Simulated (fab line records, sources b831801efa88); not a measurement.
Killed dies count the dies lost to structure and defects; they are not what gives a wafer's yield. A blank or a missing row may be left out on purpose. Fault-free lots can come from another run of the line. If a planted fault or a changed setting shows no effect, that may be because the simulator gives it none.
Comparing a struck lot with a sound one | flow sfq line | 37 out of 325 route steps
Sound: these wafers, L607.1, L607.4, L607.6. Struck: wafer L617.1 (left out: L617.2, a lot-mate that was not struck); the cause follows at the end.
For every step that has rows: the tool of each side, followed by ch and its chambers, followed by its first start. Under that, the readings that differ: sound wafers | struck wafers | difference of the means | sigmas: that difference in standard deviations of wafers without a fault.
alike: readings whose means differ by less than 2 such deviations, and words and numbers that are the same on both sides. not compared: withheld readings, readings that some wafer has no value for, bounds like >300 that may hide the same value, and numbers for which the record gives no deviation and whose values overlap.
The two part at a step that has a row with sigmas, a row that says differs or no value, or rows on one side only. Numbers that have no deviation but don't overlap get no sigmas and don't part them. Lack of a reading on every wafer of one side parts them only where that side has two or more wafers.

SFQ_R5_THK_MEAS_934: measures by xrf.
  sound on film metro-04 at day 62 20:47; struck on film metro-04 at day 64 22:13
  alike: R5_MONX_THK
then, 6 steps without rows for these wafers: SFQ_TRILAYER_R5_LITHO_COAT_141 (resist thk 62 nm); SFQ_TRILAYER_R5_LITHO_COAT_136 (resist thk 600 nm); SFQ_TRILAYER_R5_LITHO_SOFTBAKE_140; SFQ_TRILAYER_R5_LITHO_EXPOSE_137 (exposes mask R5, target cd 500 nm); SFQ_TRILAYER_R5_LITHO_PEB_139 (peb time 60 s); SFQ_TRILAYER_R5_LITHO_DEVELOP_138 (time 60 s).
-- the record jumps here: 4 days lie between the struck wafers' starts before and after --
SFQ_R5_OVL_MEAS_935:
  sound on overlay-01 at day 62 23:59; struck on overlay-01 at day 69 08:16
  alike: R5_OVL
SFQ_TRILAYER_R5_BARC_OPEN_METAL_ETCH_177: etches BARC in O2, target depth 125 nm, time 41.7 s.
  sound on rie metal-01 ch 0,1, day 63 00:01; struck on rie metal-03 ch 1, day 69 08:19
  reading                     | sound       | struck | difference | sigmas
  drypump motor current A (A) | 5.0 5.6 5.6 | 6.5    | +1.1       | +2
  alike: oes product au
  not compared: rf hours counter h
SFQ_TRILAYER_R5_ETCH_METAL_ETCH_139: etches the open film in Cl2, stops on SiO2, target depth 60 nm, time 40 s.
  sound on rie metal-01 ch 0,1, day 63 00:05; struck on rie metal-03 ch 1, day 69 08:22
  reading                     | sound       | struck | difference | sigmas
  drypump motor current A (A) | 5.0 5.6 5.6 | 6.5    | +1.1       | +2
  alike: oes product au
  not compared: rf hours counter h
SFQ_TRILAYER_R5_STRIP_STRIP_140: strips in O2.
  sound on rie metal-01 ch 0,1, day 63 00:08; struck on rie metal-03 ch 1, day 69 08:26
  reading                     | sound       | struck | difference | sigmas
  drypump motor current A (A) | 5.0 5.6 5.6 | 6.5    | +1.1       | +2
  alike: oes product au
  not compared: rf hours counter h
then, 1 step without rows for these wafers: SFQ_TRILAYER_R5_STRIP_SOLV_CLEAN_141 (cleans in NMP, time 600 s).
SFQ_TRILAYER_A5C_DEP_PECVD_142: deposits SiO2 from SiH4/N2O, time 15.556 s, target thk 70 nm.
  sound on pecvd-03 ch 0,1,2, day 63 00:55; struck on pecvd-01 ch 2, day 69 09:12
  reading                                              | sound             | struck | difference | sigmas
  model.SiO2_of_TRILAYER_A5C_DEP_PECVD_142.thk nm (nm) | 69.06 70.67 68.49 | 76.76  | +7.35      |
  alike: heater power w, throttle valve pct
then, 6 steps without rows for these wafers: SFQ_TRILAYER_I5_LITHO_COAT_149 (resist thk 62 nm); SFQ_TRILAYER_I5_LITHO_COAT_144 (resist thk 650 nm); SFQ_TRILAYER_I5_LITHO_SOFTBAKE_148; SFQ_TRILAYER_I5_LITHO_EXPOSE_145 (exposes mask I5, target cd 700 nm); SFQ_TRILAYER_I5_LITHO_PEB_147 (peb time 60 s); SFQ_TRILAYER_I5_LITHO_DEVELOP_146 (time 60 s).
-- the record jumps here: 4 days lie between the struck wafers' starts before and after --
SFQ_I5_OVL_MEAS_936:
  sound on overlay-01 at day 67 20:54; struck on overlay-02 at day 73 16:07
  alike: I5_OVL
then, 10 steps without rows for these wafers: SFQ_TRILAYER_I5_BARC_OPEN_VIA_ETCH_200 (etches BARC in O2, target depth 125 nm, time 41.7 s); SFQ_TRILAYER_I5_ETCH_VIA_ETCH_147 (etches the open film in CHF3, stops on Nb, target depth 360 nm); SFQ_TRILAYER_I5_STRIP_STRIP_148 (strips in O2); SFQ_TRILAYER_I5_STRIP_SOLV_CLEAN_149 (cleans in NMP, time 600 s); SFQ_TRILAYER_C5_LITHO_COAT_156 (resist thk 62 nm); SFQ_TRILAYER_C5_LITHO_COAT_151 (resist thk 650 nm); SFQ_TRILAYER_C5_LITHO_SOFTBAKE_155; SFQ_TRILAYER_C5_LITHO_EXPOSE_152 (exposes mask C5, target cd 500 nm); SFQ_TRILAYER_C5_LITHO_PEB_154 (peb time 60 s); SFQ_TRILAYER_C5_LITHO_DEVELOP_153 (time 60 s).
SFQ_C5_OVL_MEAS_937:
  sound on overlay-01 at day 70 18:23; struck on overlay-02 at day 74 22:29
  alike: C5_OVL
then, 1 step without rows for these wafers: SFQ_TRILAYER_C5_BARC_OPEN_VIA_ETCH_210 (etches BARC in O2, target depth 125 nm, time 41.7 s).
SFQ_TRILAYER_C5_ETCH_VIA_ETCH_154: etches SiO2 in CHF3, stops on Nb, target depth 84 nm.
  sound on rie diel-03 ch 0,1,3, day 70 18:28; struck on rie diel-03 ch 3, day 74 22:34
  reading                        | sound             | struck | difference | sigmas
  oes product au (a.u.)          | 0.887 0.903 0.874 | 0.948  | +0.060     | +7
  model.etch.depth nm (nm)       | 69.06 70.67 68.49 | 76.76  | +7.35      |
  model.C5.feature depth nm (nm) | 69.06 70.67 68.49 | 76.76  | +7.35      |
  alike: drypump motor current A
SFQ_TRILAYER_C5_STRIP_STRIP_155: strips in O2.
  sound on rie metal-02 ch 0,1, day 70 18:31; struck on rie metal-02 ch 0, day 74 22:37
  alike: drypump motor current A, oes product au
  not compared: rf hours counter h
then, 1 step without rows for these wafers: SFQ_TRILAYER_C5_STRIP_SOLV_CLEAN_156 (cleans in NMP, time 600 s).
SFQ_TRILAYER_M6_DEP_PRE_CLEAN_158: time 22.5 s.
  sound on pvd sputter-05 at day 70 19:17; struck on pvd sputter-06 at day 74 23:23
  reading                                              | sound             | struck | difference | sigmas
  model.SiO2_of_TRILAYER_A5C_DEP_PECVD_142.thk nm (nm) | 61.56 63.17 60.99 | 69.26  | +7.35      |
SFQ_TRILAYER_M6_DEP_SPUTTER_157: material Nb, target thk 200 nm, time 133.3 s.
  sound on pvd sputter-05 at day 70 19:19; struck on pvd sputter-06 at day 74 23:25
  alike: throttle valve pct

WHERE THEY PART
At SFQ_TRILAYER_R5_BARC_OPEN_METAL_ETCH_177 first; at SFQ_TRILAYER_C5_ETCH_VIA_ETCH_154 last (within this record only). Later steps at which nothing parts them and some readings are alike: SFQ_TRILAYER_C5_STRIP_STRIP_155, SFQ_TRILAYER_M6_DEP_SPUTTER_157.

WHY: what had been put in by the simulator
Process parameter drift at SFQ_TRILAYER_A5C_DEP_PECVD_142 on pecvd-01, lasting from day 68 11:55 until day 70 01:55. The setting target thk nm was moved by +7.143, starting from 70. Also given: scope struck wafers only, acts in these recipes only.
